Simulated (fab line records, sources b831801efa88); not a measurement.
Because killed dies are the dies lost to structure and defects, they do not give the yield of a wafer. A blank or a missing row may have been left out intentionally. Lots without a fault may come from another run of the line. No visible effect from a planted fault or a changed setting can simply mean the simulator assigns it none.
Problem report, 8D (eight disciplines) form, completed by code :: flow sky130 :: the parts of the form that need people (team, actions taken, sign-off) are left out

1. WHAT WENT WRONG
heater_power_total_W at SKY_METAL5_SOFTBAKE_10 reads a mean of 59.15 W on 6 wafers of 2 lots; wafers without a fault read 56.60 W with a standard deviation of 0.045. Relative to the usual mean, that is a shift of +57 standard deviations.
The step: time 60 s.
Seen first at day 47 12:47 on litho_track-04, wafer L272.2. At this step, 18 wafers from 6 lots have a number in the record. Rule for "out", or "out of limits": more than 4 standard deviations from the usual mean. All remaining wafers that have a number are taken as sound.

2. WHAT IT IS, WHAT IT ISN'T
question: which readings at this step
is: heater_power_total_W, plate_temp_C
is not: exhaust_pa

question: which lots
is: L272, L273
is not: L267, L269, L280, L281

question: which wafers of those lots
is: all that have a number
is not: -

question: read on which tools
is: litho_track-04
is not: litho_track-01, litho_track-02

question: when
is: from day 47 12:47
is not: up to then (6 sound wafers); but 6 sound wafers of L280, L281 came after

3. THE SUSPECTS, EACH WITH WHAT RULES IT OUT
Counting: a tool stays on the suspect list if, at a process step up to the reading, it processed all lots that are out and no sound lot following the first of them.
- litho_track-04 at SKY_METAL5_SOFTBAKE_10 (time 60 s): kept. It processed each lot that is out, first L272 at day 47 12:47, and no sound lot thereafter; up to then, the last sound lot it processed was L269 at day 47 09:08. Its own heater_power_total_W, plate_temp_C readings are out on those wafers.
After counting, what remains is litho_track-04 at SKY_METAL5_SOFTBAKE_10.

4. THE CAUSE (what the simulator had put in)
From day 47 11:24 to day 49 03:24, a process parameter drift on litho_track-04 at SKY_METAL5_SOFTBAKE_10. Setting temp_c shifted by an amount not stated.
After counting, this tool was the only one left.

5. SEQUENCE OF EFFECTS, ordered by route
Rows list readings where the struck wafers' mean (over those with a number) sits beyond 3 standard deviations from the usual. Readings are gone through only where the record gives a usual standard deviation; hours: the median, over the lots, of the time from a lot's start at the first step in this table giving one to that lot's start at this step; sigmas: the change measured in usual standard deviations.
hours: 0
step: SKY_METAL5_SOFTBAKE_10
reading: heater_power_total_W
usual: 56.60 W
on struck wafers: 59.15
change: +2.55
sigmas: +57

hours: 0
step: SKY_METAL5_SOFTBAKE_10
reading: plate_temp_C
usual: 90.02 C
on struck wafers: 92.96
change: +2.94
sigmas: +25
It contains these process steps:
- SKY_METAL5_SOFTBAKE_10: time 60 s.

6. HOW IT WOULD HAVE BEEN CAUGHT EARLIER
In this record the first reading out of limits was taken at day 47 12:47, 1 hour after the fault began at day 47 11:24.
